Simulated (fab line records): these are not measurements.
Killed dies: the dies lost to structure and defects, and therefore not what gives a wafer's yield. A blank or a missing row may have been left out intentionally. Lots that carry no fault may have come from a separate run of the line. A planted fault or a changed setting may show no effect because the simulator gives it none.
What tool caused it? / flow gf180mcu / 13 lots with 39 wafers sampled at 5 steps, on a route of 602 steps

WHAT THE GAUGES READ, wafer by wafer
GF_STI_THK_MEAS_04. Usual: STI_CVD_03_THK 206.8 nm, standard deviation 2.4.
lot=L482; measured=day 1 14:07; on=filmMetro-03; STI_CVD_03_THK (nm)=207.5 207.4 207.0; flag=
lot=L483; measured=day 1 19:29; on=filmMetro-02; STI_CVD_03_THK (nm)=207.6 206.6 207.0; flag=
lot=L485; measured=day 2 04:47; on=filmMetro-02; STI_CVD_03_THK (nm)=209.5 207.9 209.3; flag=
lot=L488; measured=day 2 20:55; on=filmMetro-02; STI_CVD_03_THK (nm)=208.4 207.1 209.4; flag=
lot=L489; measured=day 3 03:39; on=filmMetro-03; STI_CVD_03_THK (nm)=209.7 208.1 208.1; flag=
lot=L490; measured=day 3 09:06; on=filmMetro-03; STI_CVD_03_THK (nm)=206.1 204.4 205.2; flag=
lot=L491; measured=day 3 17:16; on=filmMetro-02; STI_CVD_03_THK (nm)=206.1 204.4 207.7; flag=
lot=L492; measured=day 3 17:17; on=filmMetro-04; STI_CVD_03_THK (nm)=204.6 203.5 205.1; flag=
lot=L497; measured=day 4 17:33; on=filmMetro-04; STI_CVD_03_THK (nm)=209.3 209.9 209.5; flag=
lot=L501; measured=day 5 12:35; on=filmMetro-04; STI_CVD_03_THK (nm)=207.0 206.1 208.3; flag=
lot=L503; measured=day 5 22:35; on=filmMetro-02; STI_CVD_03_THK (nm)=202.4 203.1 201.8; flag=
lot=L504; measured=day 6 05:13; on=filmMetro-02; STI_CVD_03_THK (nm)=205.0 205.0 205.7; flag=
lot=L505; measured=day 6 08:35; on=filmMetro-03; STI_CVD_03_THK (nm)=208.3 206.5 207.0; flag=

GF_VT_IMPLANT_OVL_MEAS_07. Usual: VT_IMPLANT_OVL -0.5 nm, standard deviation 1.4.
lot=L482; measured=day 5 16:13; on=overlay-02; VT_IMPLANT_OVL (nm)=-0.9 -1.6 -1.2; flag=
lot=L483; measured=day 5 21:17; on=overlay-01; VT_IMPLANT_OVL (nm)=0.3 0.0 0.5; flag=
lot=L485; measured=day 6 19:23; on=overlay-01; VT_IMPLANT_OVL (nm)=-1.6 -2.0 -0.7; flag=
lot=L488; measured=day 7 16:27; on=overlay-01; VT_IMPLANT_OVL (nm)=0.4 -1.3 0.2; flag=
lot=L489; measured=day 7 15:11; on=overlay-01; VT_IMPLANT_OVL (nm)=-0.4 0.2 -1.1; flag=
lot=L490; measured=day 7 22:27; on=overlay-02; VT_IMPLANT_OVL (nm)=-1.5 -0.5 -2.3; flag=
lot=L491; measured=day 8 10:19; on=overlay-01; VT_IMPLANT_OVL (nm)=-0.5 -1.7 -1.3; flag=
lot=L492; measured=day 8 08:28; on=overlay-02; VT_IMPLANT_OVL (nm)=1.6 0.5 -0.8; flag=
lot=L497; measured=day 9 17:12; on=overlay-01; VT_IMPLANT_OVL (nm)=2.0 1.4 0.7; flag=
lot=L501; measured=day 10 15:20; on=overlay-02; VT_IMPLANT_OVL (nm)=-3.5 -3.5 -3.8; flag=
lot=L503; measured=day 11 03:31; on=overlay-01; VT_IMPLANT_OVL (nm)=-0.5 -0.8 0.0; flag=
lot=L504; measured=day 11 11:20; on=overlay-02; VT_IMPLANT_OVL (nm)=-1.0 0.3 -2.2; flag=
lot=L505; measured=day 11 14:59; on=overlay-02; VT_IMPLANT_OVL (nm)=-2.9 -0.8 -2.1; flag=

GF_VT_IMPLANT_RS_MEAS_48: uses a four-point probe to measure. Usual: LVPWELL_RS 1196 ohm/sq, standard deviation 3.3.
lot=L482; measured=day 7 15:34; on=filmMetro-04; LVPWELL_RS (ohm/sq)=1199 1201 1200; flag=
lot=L483; measured=day 7 21:58; on=filmMetro-01; LVPWELL_RS (ohm/sq)=1203 1202 1200; flag=
lot=L485; measured=day 8 22:07; on=filmMetro-01; LVPWELL_RS (ohm/sq)=1200 1198 1198; flag=
lot=L488; measured=day 9 19:57; on=filmMetro-04; LVPWELL_RS (ohm/sq)=1222 1218 1224; flag=OFF
lot=L489; measured=day 9 18:26; on=filmMetro-04; LVPWELL_RS (ohm/sq)=1200 1199 1197; flag=
lot=L490; measured=day 10 03:00; on=filmMetro-04; LVPWELL_RS (ohm/sq)=1221 1222 1222; flag=OFF
lot=L491; measured=day 10 16:29; on=filmMetro-01; LVPWELL_RS (ohm/sq)=1199 1200 1197; flag=
lot=L492; measured=day 10 14:24; on=filmMetro-04; LVPWELL_RS (ohm/sq)=1189 1192 1190; flag=
lot=L497; measured=day 12 01:25; on=filmMetro-04; LVPWELL_RS (ohm/sq)=1194 1198 1194; flag=
lot=L501; measured=day 13 03:10; on=filmMetro-01; LVPWELL_RS (ohm/sq)=1198 1195 1195; flag=
lot=L503; measured=day 13 15:06; on=filmMetro-04; LVPWELL_RS (ohm/sq)=1196 1199 1201; flag=
lot=L504; measured=day 14 00:09; on=filmMetro-01; LVPWELL_RS (ohm/sq)=1195 1193 1192; flag=
lot=L505; measured=day 14 02:41; on=filmMetro-01; LVPWELL_RS (ohm/sq)=1197 1204 1199; flag=

WHAT TOOL EACH LOT RAN ON (gives the tool, then ch and the chambers of the sampled wafers, and finally the start)
lot=L482; GF_LVPWELL_IMPLANT_08=implanter-03 ch 0, day 3 20:43; GF_VT_IMPLANT_STRIP_09=plasmaAsher-01 ch 0,1, day 5 16:24
lot=L483; GF_LVPWELL_IMPLANT_08=implanter-03 ch 0, day 4 00:16; GF_VT_IMPLANT_STRIP_09=plasmaAsher-04 ch 0,1, day 5 21:28
lot=L485; GF_LVPWELL_IMPLANT_08=implanter-03 ch 0, day 4 21:02; GF_VT_IMPLANT_STRIP_09=plasmaAsher-04 ch 0,1, day 6 19:34
lot=L488; GF_LVPWELL_IMPLANT_08=implanter-03 ch 0, day 5 16:10; GF_VT_IMPLANT_STRIP_09=plasmaAsher-01 ch 1, day 7 16:38
lot=L489; GF_LVPWELL_IMPLANT_08=implanter-04 ch 0, day 5 15:52; GF_VT_IMPLANT_STRIP_09=plasmaAsher-03 ch 0,1, day 7 15:23
lot=L490; GF_LVPWELL_IMPLANT_08=implanter-03 ch 0, day 5 21:58; GF_VT_IMPLANT_STRIP_09=plasmaAsher-03 ch 0,1, day 7 22:39
lot=L491; GF_LVPWELL_IMPLANT_08=implanter-04 ch 0, day 6 08:19; GF_VT_IMPLANT_STRIP_09=plasmaAsher-03 ch 0,1, day 8 10:30
lot=L492; GF_LVPWELL_IMPLANT_08=implanter-04 ch 0, day 6 07:33; GF_VT_IMPLANT_STRIP_09=plasmaAsher-01 ch 0,1, day 8 08:40
lot=L497; GF_LVPWELL_IMPLANT_08=implanter-04 ch 0, day 7 12:37; GF_VT_IMPLANT_STRIP_09=plasmaAsher-01 ch 0,1, day 9 17:23
lot=L501; GF_LVPWELL_IMPLANT_08=implanter-04 ch 0, day 8 09:45; GF_VT_IMPLANT_STRIP_09=plasmaAsher-04 ch 0,1, day 10 15:32
lot=L503; GF_LVPWELL_IMPLANT_08=implanter-02 ch 0, day 8 20:58; GF_VT_IMPLANT_STRIP_09=plasmaAsher-01 ch 0,1, day 11 03:43
lot=L504; GF_LVPWELL_IMPLANT_08=implanter-04 ch 0, day 9 04:13; GF_VT_IMPLANT_STRIP_09=plasmaAsher-03 ch 0,1, day 11 11:33
lot=L505; GF_LVPWELL_IMPLANT_08=implanter-02 ch 0, day 9 07:18; GF_VT_IMPLANT_STRIP_09=plasmaAsher-01 ch 0,1, day 11 15:12
- GF_LVPWELL_IMPLANT_08
- GF_VT_IMPLANT_STRIP_09: strips in O2/N2.

WHAT THE TOOLS THEMSELVES READ (means of the sampled wafers that have a number; where no wafer has one, the mark that the record gives instead)
GF_LVPWELL_IMPLANT_08. Usual: doseIonsCm2 at 1.5e+13, with a standard deviation of 2e+10.
lot=L482 tool=implanter-03 doseIonsCm2=1.5e+13 flag=
lot=L483 tool=implanter-03 doseIonsCm2=1.5e+13 flag=
lot=L485 tool=implanter-03 doseIonsCm2=1.5e+13 flag=
lot=L488 tool=implanter-03 doseIonsCm2=1.4e+13 flag=OFF
lot=L489 tool=implanter-04 doseIonsCm2=1.5e+13 flag=
lot=L490 tool=implanter-03 doseIonsCm2=1.4e+13 flag=OFF
lot=L491 tool=implanter-04 doseIonsCm2=1.5e+13 flag=
lot=L492 tool=implanter-04 doseIonsCm2=1.5e+13 flag=
lot=L497 tool=implanter-04 doseIonsCm2=1.5e+13 flag=
lot=L501 tool=implanter-04 doseIonsCm2=1.5e+13 flag=
lot=L503 tool=implanter-02 doseIonsCm2=1.5e+13 flag=
lot=L504 tool=implanter-04 doseIonsCm2=1.5e+13 flag=
lot=L505 tool=implanter-02 doseIonsCm2=1.5e+13 flag=

GF_VT_IMPLANT_STRIP_09. Usual: drypumpMotorCurrentA 5.4 A, standard deviation 0.49; heaterPowerW 319 W, standard deviation 37; n2FlowSccm 299.9 sccm, standard deviation 0.88; oesProductAu 0.715 a.u., standard deviation 0.0046; stripTimeToEndpointS 12.62 s, standard deviation 0.039.
lot=L482; tool=plasmaAsher-01; drypumpMotorCurrentA (A)=5.2; heaterPowerW (W)=292; n2FlowSccm (sccm)=299.8; oesProductAu (a.u.)=0.718; stripTimeToEndpointS (s)=12.61; flag=
lot=L483; tool=plasmaAsher-04; drypumpMotorCurrentA (A)=6.0; heaterPowerW (W)=382; n2FlowSccm (sccm)=300.7; oesProductAu (a.u.)=0.719; stripTimeToEndpointS (s)=12.63; flag=
lot=L485; tool=plasmaAsher-04; drypumpMotorCurrentA (A)=6.0; heaterPowerW (W)=382; n2FlowSccm (sccm)=299.9; oesProductAu (a.u.)=0.718; stripTimeToEndpointS (s)=12.61; flag=
lot=L488; tool=plasmaAsher-01; drypumpMotorCurrentA (A)=5.4; heaterPowerW (W)=284; n2FlowSccm (sccm)=300.3; oesProductAu (a.u.)=0.710; stripTimeToEndpointS (s)=12.63; flag=
lot=L489; tool=plasmaAsher-03; drypumpMotorCurrentA (A)=5.5; heaterPowerW (W)=304; n2FlowSccm (sccm)=298.7; oesProductAu (a.u.)=0.715; stripTimeToEndpointS (s)=12.59; flag=
lot=L490; tool=plasmaAsher-03; drypumpMotorCurrentA (A)=5.4; heaterPowerW (W)=299; n2FlowSccm (sccm)=298.9; oesProductAu (a.u.)=0.716; stripTimeToEndpointS (s)=12.56; flag=
lot=L491; tool=plasmaAsher-03; drypumpMotorCurrentA (A)=5.5; heaterPowerW (W)=303; n2FlowSccm (sccm)=300.6; oesProductAu (a.u.)=0.712; stripTimeToEndpointS (s)=12.66; flag=
lot=L492; tool=plasmaAsher-01; drypumpMotorCurrentA (A)=5.2; heaterPowerW (W)=291; n2FlowSccm (sccm)=299.4; oesProductAu (a.u.)=0.715; stripTimeToEndpointS (s)=12.66; flag=
lot=L497; tool=plasmaAsher-01; drypumpMotorCurrentA (A)=5.2; heaterPowerW (W)=294; n2FlowSccm (sccm)=300.2; oesProductAu (a.u.)=0.716; stripTimeToEndpointS (s)=12.63; flag=
lot=L501; tool=plasmaAsher-04; drypumpMotorCurrentA (A)=6.1; heaterPowerW (W)=384; n2FlowSccm (sccm)=299.9; oesProductAu (a.u.)=0.721; stripTimeToEndpointS (s)=12.66; flag=
lot=L503; tool=plasmaAsher-01; drypumpMotorCurrentA (A)=5.2; heaterPowerW (W)=285; n2FlowSccm (sccm)=299.9; oesProductAu (a.u.)=0.719; stripTimeToEndpointS (s)=12.64; flag=
lot=L504; tool=plasmaAsher-03; drypumpMotorCurrentA (A)=5.5; heaterPowerW (W)=309; n2FlowSccm (sccm)=299.7; oesProductAu (a.u.)=0.716; stripTimeToEndpointS (s)=12.66; flag=
lot=L505; tool=plasmaAsher-01; drypumpMotorCurrentA (A)=5.2; heaterPowerW (W)=287; n2FlowSccm (sccm)=299.8; oesProductAu (a.u.)=0.710; stripTimeToEndpointS (s)=12.58; flag=

THE ANSWER, worked out from the rows above alone
Rule: lot off if the mean of its wafers having a number is beyond 3 standard deviations from the usual mean. A lot without any number at a reading at which 4 lots or more have one is off too. Any other lot the step has rows for is counted as sound. Order of review: gauges by route order, followed by the tools' own readings, for which a lot's mean as printed above is used. At the first step where some lot is off, the reading lying furthest off is the one used; lots without a number count as furthest.
Off: L488, L490, seen at GF_VT_IMPLANT_RS_MEAS_48 (LVPWELL_RS).
If a tool, at a process step before that reading, ran all the lots that are off and no sound lot after the first of them, it fits. The gauges at GF_VT_IMPLANT_RS_MEAS_48 aren't tried: what is off there is off at GF_LVPWELL_IMPLANT_08 too, on other tools, and a gauge's error can't cause that. One candidate fits, namely implanter-03 at GF_LVPWELL_IMPLANT_08. Its last sound lot is L485 (day 4 21:02), its first lot that is off L488 (day 5 16:10): a fault that began between those two fits.
The tool's own readings at GF_LVPWELL_IMPLANT_08 bear it out: on the lots that are off they differ by more than 5 times the standard deviation of the sound lots' means. doseIonsCm2 reads 1.4e+13 there against 1.5e+13 on the sound lots.

WHAT WAS PUT IN BY THE SIMULATOR
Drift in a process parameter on implanter-03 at GF_LVPWELL_IMPLANT_08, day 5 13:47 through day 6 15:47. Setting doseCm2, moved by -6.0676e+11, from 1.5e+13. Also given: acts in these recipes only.
Struck lots among those shown: L488, L490. The rule above found the same.
